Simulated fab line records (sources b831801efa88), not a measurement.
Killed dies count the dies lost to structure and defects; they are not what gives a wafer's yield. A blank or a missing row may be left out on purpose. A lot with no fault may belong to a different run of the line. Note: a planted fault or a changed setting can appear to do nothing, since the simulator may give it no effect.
A struck lot beside a sound one + flow sfqLine + 42 steps out of a route of 325
Sound: the wafers L744.2, L744.3, L744.4. Struck: wafer L734.2. (L734.1, L734.3 of the same lot were not struck and are left out.) The cause comes at the end.
Per side, at each step with rows, come the tool, then ch with its chambers, and then its first start. Under that, the readings that differ: sound wafers + struck wafers + difference of the means + sigmas: that difference in standard deviations of wafers without a fault.
alike: words and numbers the same on both sides, and readings whose means are apart by under 2 such deviations; not compared: readings that were withheld, readings missing a value for some wafer, numbers with overlapping values and no deviation given by the record, and bounds like >300 which may hide the same value.
The two part at a step that has a row with sigmas, a row that says differs or no value, or rows on one side only. Numbers that don't overlap but have no deviation are shown without sigmas and don't part them. Lack of a reading on every wafer of one side parts them only where that side has two or more wafers.

first, 6 steps without rows for these wafers: SFQ_TRILAYER_M2_LITHO_COAT_062 (resist thk 62 nm); SFQ_TRILAYER_M2_LITHO_COAT_057 (resist thk 600 nm); SFQ_TRILAYER_M2_LITHO_SOFTBAKE_061; SFQ_TRILAYER_M2_LITHO_EXPOSE_058 (exposes mask M2, target cd 500 nm); SFQ_TRILAYER_M2_LITHO_PEB_060 (peb time 60 s); SFQ_TRILAYER_M2_LITHO_DEVELOP_059 (time 60 s).
SFQ_M2_OVL_MEAS_916:
  sound on overlay-02, day 43 15:53; struck on overlay-01, day 37 20:02
  alike: M2_OVL
then, 5 steps without rows for these wafers: SFQ_TRILAYER_M2_BARC_OPEN_METAL_ETCH_077 (etches BARC in O2, target depth 125 nm, time 41.7 s); SFQ_TRILAYER_M2_ETCH_METAL_ETCH_060 (etches Nb in Cl2/Ar, stops on SiO2, target depth 240 nm, time 120 s); SFQ_TRILAYER_M2_STRIP_STRIP_061 (strips in O2); SFQ_TRILAYER_M2_STRIP_SOLV_CLEAN_062 (cleans in NMP, time 600 s); SFQ_TRILAYER_I2_DEP_PECVD_063 (deposits SiO2 from SiH4/N2O, time 111.11 s, target thk 500 nm).
SFQ_TRILAYER_I2_CMP_CMP_064: polishes SiO2.
  sound on cmp-01 ch 0,1,2, day 43 17:44; struck on cmp-02 ch 2, day 37 21:47
| reading                                            | sound             | struck | difference | sigmas |
|----------------------------------------------------|-------------------|--------|------------|--------|
| timeToEndpointS (s)                                | 217 222 225       | 267    | +46        | +7     |
| model.SiO2_of_TRILAYER_I2_DEP_PECVD_063.thkNm (nm) | 201.4 201.7 200.3 | 301.2  | +100.1     |        |
  alike: motorCurrentA
SFQ_I2_BOW_MEAS_917:
  sound on filmMetro-01, day 43 20:46; struck on filmMetro-02, day 38 00:17
  alike: I2_BOW
SFQ_TRILAYER_I2_METRO_MEASURE_065:
  sound on filmMetro-01, day 43 21:04; struck on filmMetro-02, day 38 00:24
| reading    | sound             | struck | difference | sigmas      |
|------------|-------------------|--------|------------|-------------|
| thkNm (nm) | 201.4 202.0 200.3 | 301.3  | +100.1     | +99 or more |
then, 6 steps without rows for these wafers: SFQ_TRILAYER_I2_VIA_LITHO_COAT_072 (resist thk 62 nm); SFQ_TRILAYER_I2_VIA_LITHO_COAT_067 (resist thk 650 nm); SFQ_TRILAYER_I2_VIA_LITHO_SOFTBAKE_071; SFQ_TRILAYER_I2_VIA_LITHO_EXPOSE_068 (exposes mask I2, target cd 500 nm); SFQ_TRILAYER_I2_VIA_LITHO_PEB_070 (peb time 60 s); SFQ_TRILAYER_I2_VIA_LITHO_DEVELOP_069 (time 60 s).
-- the record jumps here: 6 days lie between the struck wafers' starts before and after --
SFQ_I2_OVL_MEAS_918:
  sound on overlay-02, day 50 04:17; struck on overlay-01, day 44 07:29
  alike: I2_OVL
SFQ_TRILAYER_I2_VIA_BARC_OPEN_VIA_ETCH_096: etches BARC in O2, target depth 125 nm, time 41.7 s.
  sound on rieDiel-02 ch 0,1,2, day 50 04:19; struck on rieDiel-04 ch 0, day 44 07:31
| reading             | sound   | struck | difference | sigmas |
|---------------------|---------|--------|------------|--------|
| rfHoursCounterH (h) | 8 13 13 | 20     | +9         |        |
  alike: drypumpMotorCurrentA, oesProductAu
SFQ_TRILAYER_I2_VIA_ETCH_VIA_ETCH_070: etches SiO2 in CHF3, stops on Nb, target depth 260 nm.
  sound on rieDiel-02 ch 0,1,2, day 50 04:21; struck on rieDiel-04 ch 0, day 44 07:34
| reading                      | sound             | struck | difference | sigmas |
|------------------------------|-------------------|--------|------------|--------|
| oesProductAu (a.u.)          | 0.857 0.859 0.852 | 0.996  | +0.140     | +27    |
| model.I2.featureDepthNm (nm) | 201.4 201.7 200.3 | 255.2  | +54.1      |        |
| model.etch.depthNm (nm)      | 201.4 201.7 200.3 | 255.2  | +54.1      |        |
  alike: drypumpMotorCurrentA
SFQ_TRILAYER_I2_VIA_STRIP_STRIP_071: strips in O2.
  sound on rieMetal-03 ch 0,1, day 50 04:28; struck on rieMetal-03 ch 1, day 44 07:40
  alike: drypumpMotorCurrentA, oesProductAu, platenTempC
  not compared: rfHoursCounterH
then, 1 step without rows for these wafers: SFQ_TRILAYER_I2_VIA_STRIP_SOLV_CLEAN_072 (cleans in NMP, time 600 s).
SFQ_TRILAYER_M3_DEP_PRE_CLEAN_074: time 22.5 s.
  sound on pvdSputter-03, day 50 05:14; struck on pvdSputter-03, day 44 08:27
| reading                                            | sound             | struck | difference | sigmas |
|----------------------------------------------------|-------------------|--------|------------|--------|
| model.SiO2_of_TRILAYER_I2_DEP_PECVD_063.thkNm (nm) | 193.9 194.2 192.8 | 293.7  | +100.1     |        |
SFQ_TRILAYER_M3_DEP_SPUTTER_073: material Nb, target thk 200 nm, time 133.3 s.
  sound on pvdSputter-03, day 50 05:16; struck on pvdSputter-03, day 44 08:29
  alike: throttleValvePct
SFQ_M3_RS_MEAS_919: measures by four-point-probe.
  sound on filmMetro-03, day 50 05:23; struck on filmMetro-03, day 44 08:34
| reading           | sound             | struck | difference | sigmas |
|-------------------|-------------------|--------|------------|--------|
| M3_NB_RS (ohm/sq) | 0.901 0.896 0.906 | 0.886  | -0.015     | -2     |
then, 6 steps without rows for these wafers: SFQ_TRILAYER_M3_LITHO_COAT_080 (resist thk 62 nm); SFQ_TRILAYER_M3_LITHO_COAT_075 (resist thk 600 nm); SFQ_TRILAYER_M3_LITHO_SOFTBAKE_079; SFQ_TRILAYER_M3_LITHO_EXPOSE_076 (exposes mask M3, target cd 500 nm); SFQ_TRILAYER_M3_LITHO_PEB_078 (peb time 60 s); SFQ_TRILAYER_M3_LITHO_DEVELOP_077 (time 60 s).
-- the record jumps here: 6 days lie between the struck wafers' starts before and after --
SFQ_M3_OVL_MEAS_921:
  sound on overlay-02, day 56 05:42; struck on overlay-01, day 50 16:30
  alike: M3_OVL
then, 1 step without rows for these wafers: SFQ_TRILAYER_M3_BARC_OPEN_METAL_ETCH_100 (etches BARC in O2, target depth 125 nm, time 41.7 s).
SFQ_TRILAYER_M3_ETCH_METAL_ETCH_078: etches Nb in Cl2/Ar, stops on SiO2, target depth 240 nm, time 120 s.
  sound on rieMetal-04 ch 0,1, day 56 05:47; struck on rieMetal-01 ch 0, day 50 16:36
| reading                  | sound             | struck | difference | sigmas |
|--------------------------|-------------------|--------|------------|--------|
| drypumpMotorCurrentA (A) | 6.6 6.6 6.5       | 5.4    | -1.2       | -3     |
| oesProductAu (a.u.)      | 0.888 0.880 0.881 | 0.899  | +0.016     | +2     |
  not compared: rfHoursCounterH
SFQ_TRILAYER_M3_STRIP_STRIP_079: strips in O2.
  sound on rieMetal-04 ch 0,1, day 56 05:55; struck on rieMetal-01 ch 0, day 50 16:43
| reading                  | sound       | struck | difference | sigmas |
|--------------------------|-------------|--------|------------|--------|
| drypumpMotorCurrentA (A) | 6.6 6.6 6.5 | 5.4    | -1.2       | -3     |
  alike: oesProductAu, platenTempC
  not compared: rfHoursCounterH
then, 2 steps without rows for these wafers: SFQ_TRILAYER_M3_STRIP_SOLV_CLEAN_080 (cleans in NMP, time 600 s); SFQ_TRILAYER_I3_DEP_PECVD_081 (deposits SiO2 from SiH4/N2O, time 111.11 s, target thk 500 nm).
-- the record jumps here: 39 days lie between the struck wafers' starts before and after --
SFQ_M8_BOW_MEAS_951:
  sound on filmMetro-01, day 91 17:32; struck on filmMetro-04, day 89 20:12
| reading                | sound            | struck | difference | sigmas |
|------------------------|------------------|--------|------------|--------|
| model.etest.i2.linkOhm | 1.985 1.98 1.991 | 1e+06  | +1e+06     |        |
  alike: M8_BOW

## WHERE THEY PART
Last at SFQ_TRILAYER_M3_STRIP_STRIP_079 as far as this record goes, first at SFQ_TRILAYER_I2_CMP_CMP_064. Later steps at which nothing parts them and some readings are alike: SFQ_M8_BOW_MEAS_951.

WHY: whatever the simulator had introduced
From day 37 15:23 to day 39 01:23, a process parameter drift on cmp-02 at SFQ_TRILAYER_I2_CMP_CMP_064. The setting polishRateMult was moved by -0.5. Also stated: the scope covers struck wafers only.
